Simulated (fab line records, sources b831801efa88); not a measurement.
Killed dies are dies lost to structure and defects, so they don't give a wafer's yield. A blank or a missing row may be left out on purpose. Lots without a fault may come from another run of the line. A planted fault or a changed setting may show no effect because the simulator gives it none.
Which tool did it? | flow sky130 | 24 lots, 72 wafers sampled, at 4 steps of a route of 708

WHAT THE GAUGES READ, wafer by wafer
SKY_VT_ADJUST_HVTP_CD_MEAS_07: target cd 380 nm. Usual: cd_nm 380.6 nm, standard deviation 2.6.
lot  | measured     | on        | cd_nm (nm)        | flag
L074 | day 5 23:04  | cd_sem-01 | 379.4 380.9 381.9 |
L075 | day 6 02:34  | cd_sem-02 | 382.8 383.9 382.4 |
L076 | day 6 11:30  | cd_sem-02 | 378.2 377.9 378.4 |
L077 | day 6 14:04  | cd_sem-01 | 380.9 379.1 378.7 |
L078 | day 6 18:52  | cd_sem-01 | 382.0 380.2 378.3 |
L079 | day 7 06:53  | cd_sem-02 | 377.3 377.9 378.5 |
L080 | day 7 17:19  | cd_sem-01 | 384.7 383.9 386.2 |
L081 | day 7 17:41  | cd_sem-02 | 379.5 382.1 384.0 |
L082 | day 8 03:13  | cd_sem-02 | 376.6 376.4 374.8 |
L083 | day 8 05:34  | cd_sem-02 | 380.8 380.3 380.6 |
L084 | day 8 12:55  | cd_sem-02 | 380.5 381.9 381.1 |
L085 | day 8 19:04  | cd_sem-02 | 382.6 383.2 382.3 |
L086 | day 8 21:37  | cd_sem-02 | 384.0 382.6 383.8 |
L087 | day 9 08:26  | cd_sem-02 | 380.6 381.3 381.7 |
L088 | day 9 18:55  | cd_sem-01 | 379.5 377.8 377.7 |
L089 | day 9 21:55  | cd_sem-01 | 376.7 380.3 375.9 |
L090 | day 9 23:43  | cd_sem-01 | 381.3 379.1 379.9 |
L091 | day 10 09:05 | cd_sem-01 | 379.2 379.0 378.7 |
L092 | day 10 14:50 | cd_sem-01 | 381.4 383.9 384.1 |
L093 | day 12 11:38 | cd_sem-01 | 379.8 379.8 380.7 |
L094 | day 12 12:25 | cd_sem-02 | 382.0 381.5 382.9 |
L097 | day 12 12:41 | cd_sem-01 | 381.9 381.3 378.9 |
L096 | day 12 15:34 | cd_sem-02 | 376.5 376.6 377.3 |
L095 | day 12 15:52 | cd_sem-01 | 380.1 383.1 382.9 |

SKY_POLY_GATE_OVL_MEAS_14. Usual: POLY_GATE_OVL -2 nm, standard deviation 5.2.
lot  | measured     | on         | POLY_GATE_OVL (nm) | flag
L074 | day 15 19:38 | overlay-01 | -3 7 4             |
L075 | day 16 00:31 | overlay-01 | 0 -1 1             |
L076 | day 16 14:51 | overlay-01 | -2 -1 2            |
L077 | day 16 22:17 | overlay-02 | -7 0 -10           |
L078 | day 17 07:05 | overlay-01 | -2 -4 -11          |
L079 | day 17 21:09 | overlay-01 | -6 -3 -12          |
L080 | day 18 13:18 | overlay-02 | -7 -5 -4           |
L081 | day 18 13:57 | overlay-01 | 1 5 9              |
L082 | day 19 06:32 | overlay-02 | -4 -5 -8           |
L083 | day 19 06:41 | overlay-01 | 5 0 1              |
L084 | day 19 21:05 | overlay-02 | -8 0 0             |
L085 | day 20 11:41 | overlay-02 | -10 -4 -9          |
L086 | day 20 11:21 | overlay-01 | 0 -1 1             |
L087 | day 20 21:56 | overlay-01 | -2 -12 -3          |
L088 | day 21 13:49 | overlay-01 | -4 1 3             |
L089 | day 21 18:42 | overlay-01 | 11 2 1             |
L090 | day 21 23:36 | overlay-01 | -2 -2 0            |
L091 | day 22 08:38 | overlay-01 | -7 -9 -2           |
L092 | day 22 18:32 | overlay-01 | 3 0 2              |
L093 | day 24 23:18 | overlay-02 | -13 -13 -7         |
L094 | day 25 02:47 | overlay-01 | 0 3 2              |
L097 | day 25 02:30 | overlay-02 | -3 -6 -2           |
L096 | day 25 07:45 | overlay-02 | -11 -6 -17         |
L095 | day 25 09:26 | overlay-01 | 2 6 6              |

SKY_CONTACT_OVL_MEAS_15. Usual: CONTACT_OVL -1 nm, standard deviation 5.3.
lot  | measured     | on         | CONTACT_OVL (nm) | flag
L074 | day 31 02:18 | overlay-02 | 0 -9 -4          |
L075 | day 31 05:07 | overlay-01 | 5 -2 6           |
L076 | day 31 18:26 | overlay-01 | -5 0 -1          |
L077 | day 32 01:44 | overlay-01 | 1 -4 -2          |
L078 | day 32 08:38 | overlay-02 | 11 -1 4          |
L079 | day 33 03:35 | overlay-02 | -2 -5 -2         |
L080 | day 33 11:24 | overlay-02 | -5 1 6           |
L081 | day 33 12:57 | overlay-02 | -1 -8 6          |
L082 | day 34 02:32 | overlay-01 | -1 0 -9          |
L083 | day 34 04:53 | overlay-01 | -4 -3 0          |
L084 | day 34 19:56 | overlay-02 | 6 -1 7           |
L085 | day 35 07:05 | overlay-02 | 1 2 -3           |
L086 | day 35 03:11 | overlay-01 | 4 -6 -1          |
L087 | day 35 15:53 | overlay-02 | -7 1 -8          |
L088 | day 36 02:51 | overlay-02 | -9 -9 -2         |
L089 | day 36 05:38 | overlay-01 | -5 4 -5          |
L090 | day 36 12:50 | overlay-01 | 5 -1 5           |
L091 | day 36 18:42 | overlay-02 | 5 11 9           |
L092 | day 37 04:05 | overlay-01 | 2 3 0            |
L093 | day 39 03:23 | overlay-02 | 5 1 -3           |
L094 | day 39 05:50 | overlay-01 | -1 -4 -5         |
L097 | day 39 03:54 | overlay-02 | -1 0 -3          |
L096 | day 39 07:17 | overlay-02 | -13 -2 -8        |
L095 | day 39 09:35 | overlay-01 | -11 -10 -4       |

WHICH TOOL RAN EACH LOT (tool, then ch and the chambers of the sampled wafers, then the start)
lot  | SKY_LI_CONTACT_CMP_02
L074 | cmp-01 ch 0,1,3, day 27 10:04
L075 | cmp-02 ch 1,2,3, day 27 12:16
L076 | cmp-02 ch 0,1,3, day 28 03:26
L077 | cmp-02 ch 0,1,2, day 28 10:25
L078 | cmp-02 ch 1,3, day 28 16:32
L079 | cmp-02 ch 0,1,3, day 29 13:16
L080 | cmp-02 ch 0,2,3, day 29 22:13
L081 | cmp-02 ch 0,2,3, day 30 01:05
L082 | cmp-02 ch 0,2,3, day 30 13:49
L083 | cmp-02 ch 0,1,2, day 30 16:04
L084 | cmp-01 ch 0,1,3, day 31 08:10
L085 | cmp-02 ch 2,3, day 31 19:21
L086 | cmp-01 ch 0,3, day 31 15:05
L087 | cmp-01 ch 1,2,3, day 32 04:02
L088 | cmp-02 ch 0,1,3, day 32 16:40
L089 | cmp-02 ch 0,1, day 32 19:20
L090 | cmp-02 ch 0,2,3, day 33 01:08
L091 | cmp-01 ch 0,1,2, day 33 08:34
L092 | cmp-01 ch 1,2,3, day 33 16:34
L093 | cmp-01 ch 0,1,2, day 35 17:41
L094 | cmp-01 ch 0,1,2, day 35 22:06
L097 | cmp-02 ch 0,1,3, day 35 18:43
L096 | cmp-01 ch 2,3, day 35 22:52
L095 | cmp-01 ch 2,3, day 36 01:34
- SKY_LI_CONTACT_CMP_02: polishes PSG.

WHAT THE TOOLS THEMSELVES READ (means of the sampled wafers that have a number; where no wafer has one, the mark that the record gives instead)
SKY_LI_CONTACT_CMP_02. Usual: motor_current_A 12.5 A, standard deviation 1.3; time_to_endpoint_s 33.4 s, standard deviation 2.8.
lot  | tool   | motor_current_A (A) | time_to_endpoint_s (s) | flag
L074 | cmp-01 | 12.9                | 34.5                   |
L075 | cmp-02 | 12.7                | 32.5                   |
L076 | cmp-02 | 11.7                | 31.8                   |
L077 | cmp-02 | 12.3                | 31.8                   |
L078 | cmp-02 | 12.0                | 30.7                   |
L079 | cmp-02 | 11.5                | 33.9                   |
L080 | cmp-02 | 12.8                | 35.0                   |
L081 | cmp-02 | 13.0                | 37.6                   |
L082 | cmp-02 | 12.8                | 31.6                   |
L083 | cmp-02 | 12.4                | 32.0                   |
L084 | cmp-01 | 12.6                | 34.5                   |
L085 | cmp-02 | 14.4                | 30.6                   |
L086 | cmp-01 | 13.2                | 36.2                   |
L087 | cmp-01 | 12.0                | 37.0                   |
L088 | cmp-02 | 11.7                | 33.5                   |
L089 | cmp-02 | 11.0                | 31.2                   |
L090 | cmp-02 | 12.9                | 30.7                   |
L091 | cmp-01 | 12.9                | 33.7                   |
L092 | cmp-01 | 12.2                | 36.1                   |
L093 | cmp-01 | 12.7                | 34.6                   |
L094 | cmp-01 | 13.0                | 33.1                   |
L097 | cmp-02 | 11.7                | 32.8                   |
L096 | cmp-01 | 11.9                | 34.0                   |
L095 | cmp-01 | 11.7                | 34.1                   |

THE ANSWER, worked out from the rows above alone
Rule: a lot is off if the mean of its wafers that have a number lies more than 3 standard deviations from the usual mean. A lot without any number at a reading at which 4 lots or more have one is off too. The other lots that the step has rows for count as sound. The gauges are gone through in route order, then the tools' own readings, and for those a lot's mean is taken as printed above. The first step at which some lot is off is used, and at that step the reading that is off furthest; a lot without a number counts as furthest.
No lot is off at any reading shown: from this, nothing can be told.

WHAT THE SIMULATOR HAD PUT IN
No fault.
